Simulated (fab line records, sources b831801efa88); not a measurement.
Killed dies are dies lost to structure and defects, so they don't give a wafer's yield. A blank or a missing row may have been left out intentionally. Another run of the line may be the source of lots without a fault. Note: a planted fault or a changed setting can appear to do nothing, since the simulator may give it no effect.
2 desks looking at one fault	flow gf180mcu	each desk holds nothing but its own numbers, with what lay behind them at the end

DESK OF THE TOOL OWNER: litho track-02
The tool's own readings at GF_PSD_COAT_02 (resist thk 1000 nm): means of the sampled wafers that have a number, for each lot that ran on this tool. The brackets show how far a lot's mean lies from the usual mean; more than 4 standard deviations puts the lot out of limits, marked OUT.
Columns: A = spin speed rpm at GF_PSD_COAT_02, usual 2999.9 rpm
lot	first seen here	A
L854	day 13 19:37	3000.0
L858	day 15 15:08	3000.6
L864	day 17 10:07	2870.4 (-65) OUT
L866	day 17 23:41	2871.5 (-64) OUT
L874	day 20 20:50	2999.9
L876	day 21 10:10	2997.1
L877	day 22 06:20	2997.6
This desk's finding: out of limits on L864, L866; first on L864, day 17 10:07 (spin speed rpm at GF_PSD_COAT_02). Within limits: L854, L858, L874, L876, L877.

THE METROLOGY DESK
What the gauges read for every lot (on any tool): the sampled wafers with a number, averaged. The brackets show how far a lot's mean lies from the usual mean; more than 4 standard deviations puts the lot out of limits, marked OUT.
Columns: A = M1_ALCU_RS at GF_M1_RS_MEAS_05, usual 0.0697 ohm/sq
lot	first seen here	A
L854	day 16 04:05	0.0705
L856	day 16 22:58	0.0706
L857	day 17 06:37	0.0707
L858	day 18 01:40	0.0696
L861	day 18 22:47	0.0696
L864	day 20 01:20	0.0696
L866	day 20 16:47	0.0695
L871	day 22 10:49	0.0694
L874	day 23 11:28	0.0702
L875	day 23 15:31	0.0697
L876	day 23 23:23	0.0688
L877	day 24 18:10	0.0691
Finding of this desk: none of the 12 lots has anything out of limits.

BROUGHT TOGETHER
The tool owner's desk had the chance to raise an alarm at day 17 10:07 on L864, L866.
The metrology desk saw nothing out of limits.
The metrology desk has L864, L866 on record, within its limits.
On litho track-02, each named lot ran GF_PSD_COAT_02.

WHAT HAD BEEN PUT IN BY THE SIMULATOR
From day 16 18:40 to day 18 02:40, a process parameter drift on litho track-02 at GF_PSD_COAT_02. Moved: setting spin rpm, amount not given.
Lots struck among those shown: L864, L866.
Delay in hours, fault start to first out-of-limits reading, by desk: the tool owner's desk at 15.
